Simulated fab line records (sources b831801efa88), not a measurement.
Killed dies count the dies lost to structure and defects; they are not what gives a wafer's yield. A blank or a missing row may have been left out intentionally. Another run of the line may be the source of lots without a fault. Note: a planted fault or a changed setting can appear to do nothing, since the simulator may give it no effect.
Struck lot and sound lot, side by side    flow gf180mcu    18 out of 602 route steps
Sound: the wafers L777.3, L777.4, L777.6. Struck: wafer L782.2 (left out: L782.3, a lot-mate that was not struck); the cause follows at the end.
Per side, at each step with rows, come the tool, then ch with its chambers, and then its first start. Under that, the readings that differ: sound wafers    struck wafers    difference of the means    sigmas: that difference in standard deviations of wafers without a fault.
alike: a reading whose means differ by less than 2 such deviations, as well as words and numbers matching on both sides. not compared: withheld readings; readings where some wafer has no value; bounds like >300 that might hide an equal value; numbers whose values overlap and for which the record gives no deviation.
A row with sigmas, a row that says differs or no value, or rows on one side alone: a step with any of these is where the two part. When numbers do not overlap yet have no deviation, they are printed without sigmas and do not part them. Lack of a reading on every wafer of one side parts them only where that side has two or more wafers.

first, 3 steps without rows for these wafers: GF_V3_EXPOSE_11 (exposes mask Via3, target cd 260 nm); GF_V3_PEB_12 (peb time 90 s); GF_V3_DEVELOP_13 (develop time 60 s).
GF_V3_CD_MEAS_14 targets a cd of 260 nm.
  struck on cdSem-01, day 24 14:29; sound on cdSem-01, day 23 01:30
  alike: cdNm
GF_V3_OVL_MEAS_15:
  struck on overlay-01, day 24 14:35; sound on overlay-01, day 23 01:35
  alike: V3_OVL
GF_V3_ETCH_16: etches BARC in N2/H2.
  sound on rieDiel-01 ch 1,3, day 23 01:37; struck on rieDiel-03 ch 1, day 24 14:37
  alike: biasW, chamberPressureMTorr, drypumpMotorCurrentA, n2FlowSccm, oesProductAu, rfFwdPowerW, throttleValvePct
GF_V3_ETCH_17: etches SiO2 in C4F8/O2/Ar, stops on TiN, target depth 635 nm.
  sound on rieDiel-01 ch 1,3; struck on rieDiel-03 ch 1
  alike: biasW, chamberPressureMTorr, oesProductAu, rfFwdPowerW
GF_V3_STRIP_18: strips in O2/N2.
  sound on plasmaAsher-01 ch 0,1, day 23 01:47; struck on plasmaAsher-02 ch 0, day 24 14:44
reading              sound  struck  difference                    sigmas
rfHoursCounterH (h)  - - -  40      no value on the sound wafers  
  alike: chamberPressureMTorr, drypumpMotorCurrentA, heaterPowerW, n2FlowSccm, oesProductAu
then, 3 steps without rows for these wafers: GF_V3_STRIP_19 (strips in post etch residue remover, time 1200 s); GF_V3_CLEAN_20 (cleans in DIW); GF_V3_SPUTTER_21 (material Ti, target thk 15 nm, time 80.02 s).
GF_V3_SPUTTER_22: material TiN, target thk 10 nm, time 40 s.
  struck on pvdSputter-02, day 24 15:22; sound on pvdSputter-01, day 23 02:23
reading               sound           struck  difference  sigmas
throttleValvePct (%)  28.2 30.4 30.4  32.8    +3.1        +3
GF_V3_CVD_23: deposits W, target thk 350 nm, time 104.9 s.
  sound on cvdW-01 ch 0,1, day 23 02:28; struck on cvdW-01 ch 1, day 24 15:24
reading                          sound              struck  difference  sigmas
model.W_of_V3_CVD_23.thkNm (nm)  350.2 346.1 343.7  458.6   +111.9      
  alike: heaterPowerW
GF_V3_RS_MEAS_24: a four-point-probe measurement.
  struck on filmMetro-02, day 24 15:32; sound on filmMetro-02, day 23 02:34
reading           sound              struck  difference  sigmas
V3_W_RS (ohm/sq)  0.328 0.331 0.334  0.250   -0.081      -19
GF_V3_THK_MEAS_25: measures by xrf.
  struck on filmMetro-02, day 24 15:39; sound on filmMetro-02, day 23 02:40
reading        sound        struck  difference  sigmas
V3_W_THK (nm)  352 348 344  460     +112        +20
GF_V3_CMP_26: polishes, stops on SiO2, t overpolish 15 s, target thk 0 nm.
  sound on cmp-01 ch 0,1, day 23 02:43; struck on cmp-02 ch 1, day 24 15:42
reading              sound     struck  difference  sigmas
timeToEndpointS (s)  85 79 79  114     +33         +7
  alike: motorCurrentA, platenRpm
GF_M4_SPUTTER_00: material Ti, target thk 37.5 nm, time 150 s.
  struck on pvdSputter-01, day 24 16:00; sound on pvdSputter-02, day 23 03:01
  alike: throttleValvePct
-- the record jumps here: 6 days lie between the struck wafers' starts before and after (it left off in module M4 and takes up again in module PASSIVATION, whose first step shown is number 602 of the route) --
GF_PASSIVATION_PROBE_99:
  the record has rows for the struck wafers here (prober-01, day 30 23:02) and none for the sound ones

== WHERE THEY PART ==
At GF_V3_STRIP_18 first; at GF_PASSIVATION_PROBE_99 last (within this record only).

WHY: whatever the simulator had introduced
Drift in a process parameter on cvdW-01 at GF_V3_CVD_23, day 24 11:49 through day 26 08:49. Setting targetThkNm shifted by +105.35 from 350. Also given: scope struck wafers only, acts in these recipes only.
